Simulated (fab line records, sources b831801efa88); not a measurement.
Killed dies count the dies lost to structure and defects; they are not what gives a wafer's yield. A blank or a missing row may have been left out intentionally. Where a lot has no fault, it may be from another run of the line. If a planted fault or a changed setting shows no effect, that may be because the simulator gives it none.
Which tool was responsible? ; flow sky130 ; Sampling: 15 lots, 45 wafers, 7 of 708 route steps

WHAT THE GAUGES SHOWED, per wafer
SKY_SD_N_TW_MEAS_12. Usual: SD_N_TW 3974, standard deviation 18.
lot;measured;on;SD_N_TW;flag
L417;day 27 20:25;film-metro-01;3980 3983 3977;
L418;day 28 06:02;film-metro-04;3965 3981 3994;
L419;day 28 12:04;film-metro-02;3973 3961 3969;
L420;day 28 15:55;film-metro-04;3994 3988 3984;
L421;day 29 22:01;film-metro-01;3962 3969 3939;
L423;day 30 16:59;film-metro-01;3986 4002 4011;
L428;day 31 21:13;film-metro-04;1391 1399 1394;OFF
L429;day 32 08:22;film-metro-02;1377 1381 1386;OFF
L430;day 32 17:41;film-metro-01;1395 1396 1398;OFF
L432;day 33 01:29;film-metro-02;3965 3971 3959;
L433;day 33 14:40;film-metro-04;3973 4009 3978;
L435;day 34 01:20;film-metro-02;3939 3948 3949;
L436;day 34 06:36;film-metro-01;3950 3973 3965;
L438;day 34 19:46;film-metro-02;3978 3995 3994;
L440;day 35 07:57;film-metro-04;3974 3995 3974;

SKY_SD_N_RS_MEAS_16: uses a four-point probe to measure. Usual: SD_N_RS 68.55 ohm/sq, standard deviation 0.12.
lot;measured;on;SD_N_RS (ohm/sq);flag
L417;day 27 20:43;film-metro-01;68.65 68.64 68.69;
L418;day 28 06:20;film-metro-01;68.58 68.77 68.67;
L419;day 28 12:21;film-metro-04;68.54 68.61 68.53;
L420;day 28 16:12;film-metro-02;68.56 68.46 68.55;
L421;day 29 22:20;film-metro-04;68.48 68.59 68.56;
L423;day 30 17:17;film-metro-04;68.79 68.70 68.63;
L428;day 31 21:31;film-metro-02;441.16 441.45 442.16;OFF
L429;day 32 08:40;film-metro-02;440.68 442.93 441.70;OFF
L430;day 32 17:59;film-metro-04;439.30 440.86 439.88;OFF
L432;day 33 01:46;film-metro-02;68.39 68.48 68.41;
L433;day 33 14:57;film-metro-01;68.59 68.69 68.54;
L435;day 34 01:37;film-metro-01;68.78 68.77 68.75;
L436;day 34 06:54;film-metro-01;68.52 68.49 68.49;
L438;day 34 20:03;film-metro-04;68.60 68.70 68.44;
L440;day 35 08:15;film-metro-02;68.35 68.35 68.49;

SKY_SD_N_RS_MEAS_18: uses a four-point probe to measure. Usual: RES_XHIGH_RS 333.7 ohm/sq, standard deviation 1.1.
lot;measured;on;RES_XHIGH_RS (ohm/sq);flag
L417;day 27 20:57;film-metro-01;335.1 333.8 333.9;
L418;day 28 06:34;film-metro-01;334.6 335.3 333.6;
L419;day 28 12:35;film-metro-04;333.7 333.2 332.6;
L420;day 28 16:26;film-metro-02;333.3 332.1 334.1;
L421;day 29 22:35;film-metro-04;333.6 334.1 333.4;
L423;day 30 17:31;film-metro-04;334.7 335.0 333.6;
L432;day 33 02:00;film-metro-02;333.9 333.3 333.0;
L433;day 33 15:11;film-metro-01;333.0 333.2 333.7;
L435;day 34 01:52;film-metro-01;333.5 334.6 335.8;
L436;day 34 07:08;film-metro-01;334.7 334.2 334.4;
L438;day 34 20:17;film-metro-04;333.5 332.9 333.4;
L440;day 35 08:29;film-metro-02;333.9 333.3 334.4;

WHICH TOOL RAN EACH LOT (tool, then ch and the chambers of the sampled wafers, then the start)
lot;SKY_POLY_CUT_STRIP_12;SKY_SD_N_IMPLANT_09;SKY_SD_N_STRIP_11;SKY_SD_N_RTA_14
L417;plasma-asher-04 ch 0,1, day 24 03:34;implanter-02 ch 0, day 27 20:01;plasma-asher-03 ch 0,1, day 27 20:19;rtp-anneal-02 ch 0, day 27 20:32
L418;plasma-asher-02 ch 0,1, day 24 15:03;implanter-01 ch 0, day 28 05:40;plasma-asher-04 ch 0,1, day 28 05:56;rtp-anneal-01 ch 0, day 28 06:09
L419;plasma-asher-02 ch 0,1, day 24 20:04;implanter-02 ch 0, day 28 11:40;plasma-asher-01 ch 0,1, day 28 11:58;rtp-anneal-02 ch 0, day 28 12:11
L420;plasma-asher-01 ch 0,1, day 24 23:25;implanter-04 ch 0, day 28 15:31;plasma-asher-01 ch 0,1, day 28 15:49;rtp-anneal-01 ch 0, day 28 16:02
L421;plasma-asher-04 ch 0,1, day 26 08:06;implanter-02 ch 0, day 29 21:40;plasma-asher-01 ch 0,1, day 29 21:56;rtp-anneal-02 ch 0, day 29 22:08
L423;plasma-asher-04 ch 0,1, day 27 04:17;implanter-02 ch 0, day 30 16:35;plasma-asher-01 ch 0, day 30 16:53;rtp-anneal-01 ch 0, day 30 17:06
L428;plasma-asher-01 ch 0,1, day 28 10:58;implanter-02, day 31 20:49;plasma-asher-04 ch 0,1, day 31 21:07;rtp-anneal-01 ch 0, day 31 21:20
L429;plasma-asher-01 ch 0,1, day 28 21:43;implanter-04, day 32 07:58;plasma-asher-03 ch 1, day 32 08:16;rtp-anneal-02 ch 0, day 32 08:29
L430;plasma-asher-02 ch 0,1, day 29 05:28;implanter-02, day 32 17:17;plasma-asher-04 ch 0, day 32 17:35;rtp-anneal-01 ch 0, day 32 17:49
L432;plasma-asher-01 ch 0,1, day 29 15:32;implanter-04 ch 0, day 33 01:05;plasma-asher-03 ch 0,1, day 33 01:23;rtp-anneal-01 ch 0, day 33 01:35
L433;plasma-asher-01 ch 0,1, day 30 05:23;implanter-02 ch 0, day 33 14:16;plasma-asher-04 ch 0,1, day 33 14:34;rtp-anneal-02 ch 0, day 33 14:47
L435;plasma-asher-04 ch 0,1, day 30 15:44;implanter-04 ch 0, day 34 00:56;plasma-asher-01 ch 0,1, day 34 01:13;rtp-anneal-02 ch 0, day 34 01:26
L436;plasma-asher-02 ch 0,1, day 30 22:07;implanter-04 ch 0, day 34 06:14;plasma-asher-04 ch 0,1, day 34 06:31;rtp-anneal-01 ch 0, day 34 06:43
L438;plasma-asher-01 ch 0,1, day 31 10:59;implanter-01 ch 0, day 34 19:22;plasma-asher-04 ch 0,1, day 34 19:40;rtp-anneal-01 ch 0, day 34 19:53
L440;plasma-asher-04 ch 0,1, day 31 23:54;implanter-01 ch 0, day 35 07:35;plasma-asher-01 ch 0,1, day 35 07:52;rtp-anneal-01 ch 0, day 35 08:04
- SKY_POLY_CUT_STRIP_12: strips in O2/N2.
- SKY_SD_N_IMPLANT_09
- SKY_SD_N_STRIP_11: strips in O2/N2.
- SKY_SD_N_RTA_14: time 2 s.

WHAT THE TOOLS THEMSELVES READ (means of the sampled wafers that have a number; where no wafer has one, the mark that the record gives instead)
SKY_POLY_CUT_STRIP_12. Usual: chamber-pressure-mTorr 1500.0 mTorr, standard deviation 1.5; drypump-motor-current-A 5.7 A, standard deviation 0.44; oes-product-au 0.452 a.u., standard deviation 0.0039; strip-time-to-endpoint-s 5.359 s, standard deviation 0.014.
lot;tool;chamber-pressure-mTorr (mTorr);drypump-motor-current-A (A);oes-product-au (a.u.);strip-time-to-endpoint-s (s);flag
L417;plasma-asher-04;1499.6;5.4;0.451;5.340;
L418;plasma-asher-02;1499.0;5.8;0.449;5.374;
L419;plasma-asher-02;1500.7;5.8;0.452;5.360;
L420;plasma-asher-01;1500.3;5.5;0.452;5.361;
L421;plasma-asher-04;1500.7;5.8;0.449;5.350;
L423;plasma-asher-04;1500.3;5.8;0.452;5.349;
L428;plasma-asher-01;1500.5;5.7;0.450;5.358;
L429;plasma-asher-01;1499.6;5.7;0.455;5.377;
L430;plasma-asher-02;1499.2;5.8;0.450;5.354;
L432;plasma-asher-01;1499.9;5.7;0.452;5.372;
L433;plasma-asher-01;1500.1;5.5;0.453;5.362;
L435;plasma-asher-04;1498.6;5.8;0.450;5.363;
L436;plasma-asher-02;1500.7;5.9;0.453;5.370;
L438;plasma-asher-01;1500.7;5.5;0.454;5.370;
L440;plasma-asher-04;1500.2;5.4;0.451;5.359;

SKY_SD_N_IMPLANT_09. Usual: beam-energy-keV 50.002, standard deviation 0.014; beam-on-s 20.3 s, standard deviation 2.2; tilt-deg -0.003 degrees, standard deviation 0.019.
lot;tool;beam-energy-keV;beam-on-s (s);tilt-deg (degrees);flag
L417;implanter-02;50.018;19.2;-0.013;
L418;implanter-01;49.997;18.1;-0.016;
L419;implanter-02;50.002;19.4;0.006;
L420;implanter-04;49.998;23.0;0.005;
L421;implanter-02;50.006;19.1;-0.023;
L423;implanter-02;49.994;18.9;0.004;
L428;implanter-02;-;-;-;OFF
L429;implanter-04;-;-;-;OFF
L430;implanter-02;-;-;-;OFF
L432;implanter-04;50.003;23.3;0.000;
L433;implanter-02;50.016;18.9;-0.025;
L435;implanter-04;49.997;23.1;-0.006;
L436;implanter-04;49.989;23.7;0.002;
L438;implanter-01;50.019;18.3;0.027;
L440;implanter-01;49.999;17.7;0.013;

SKY_SD_N_STRIP_11. Usual: chamber-pressure-mTorr 1499.9 mTorr, standard deviation 1.3; drypump-motor-current-A 5.6 A, standard deviation 0.53; oes-product-au 0.528 a.u., standard deviation 0.0047; strip-time-to-endpoint-s 22.56 s, standard deviation 0.039.
lot;tool;chamber-pressure-mTorr (mTorr);drypump-motor-current-A (A);oes-product-au (a.u.);strip-time-to-endpoint-s (s);flag
L417;plasma-asher-03;1498.5;5.7;0.527;22.58;
L418;plasma-asher-04;1500.3;5.8;0.534;22.51;
L419;plasma-asher-01;1499.7;5.7;0.531;22.56;
L420;plasma-asher-01;1499.5;5.6;0.527;22.61;
L421;plasma-asher-01;1501.3;5.5;0.525;22.57;
L423;plasma-asher-01;1501.2;5.3;0.529;22.52;
L428;plasma-asher-04;1499.4;5.8;0.713;14.18;OFF
L429;plasma-asher-03;1500.1;6.1;0.719;14.12;OFF
L430;plasma-asher-04;1499.0;6.2;0.719;14.20;OFF
L432;plasma-asher-03;1500.1;5.3;0.529;22.62;
L433;plasma-asher-04;1499.4;5.4;0.527;22.60;
L435;plasma-asher-01;1499.9;5.7;0.526;22.54;
L436;plasma-asher-04;1499.3;5.4;0.529;22.58;
L438;plasma-asher-04;1500.7;5.8;0.532;22.55;
L440;plasma-asher-01;1499.7;5.7;0.527;22.54;

SKY_SD_N_RTA_14. Usual: lamp-power-pct 15.74 %, standard deviation 0.051; wafer_temp_C_max 1077.9, standard deviation 1.3.
lot;tool;lamp-power-pct (%);wafer_temp_C_max;flag
L417;rtp-anneal-02;15.67;1077.1;
L418;rtp-anneal-01;15.73;1077.7;
L419;rtp-anneal-02;15.71;1077.6;
L420;rtp-anneal-01;15.75;1078.9;
L421;rtp-anneal-02;15.73;1079.2;
L423;rtp-anneal-01;15.71;1077.4;
L428;rtp-anneal-01;15.71;1078.0;
L429;rtp-anneal-02;15.66;1077.5;
L430;rtp-anneal-01;15.71;1078.0;
L432;rtp-anneal-01;15.72;1079.7;
L433;rtp-anneal-02;15.78;1078.5;
L435;rtp-anneal-02;15.73;1078.2;
L436;rtp-anneal-01;15.78;1078.6;
L438;rtp-anneal-01;15.77;1078.0;
L440;rtp-anneal-01;15.71;1077.3;

THE ANSWER, worked out from the rows above alone
Rule: lot off if the mean of its wafers having a number is beyond 3 standard deviations from the usual mean. Also off: a lot with no number at a reading for which 4 or more lots have one. All remaining lots with rows at the step are treated as sound. Order of review: gauges by route order, followed by the tools' own readings, for which a lot's mean as printed above is used. At the first step where some lot is off, the reading lying furthest off is the one used; lots without a number count as furthest.
Off: L428, L429, L430, seen at SKY_SD_N_TW_MEAS_12 (SD_N_TW).
A tool fits if, at a process step before that reading, it ran every lot that is off, and no sound lot after the first of them. The gauges at SKY_SD_N_TW_MEAS_12 aren't tried: what is off there is off at SKY_SD_N_IMPLANT_09 too, on other tools, and a gauge's error can't cause that. Not one of the candidates tried fits.

WHAT WAS PUT IN BY THE SIMULATOR
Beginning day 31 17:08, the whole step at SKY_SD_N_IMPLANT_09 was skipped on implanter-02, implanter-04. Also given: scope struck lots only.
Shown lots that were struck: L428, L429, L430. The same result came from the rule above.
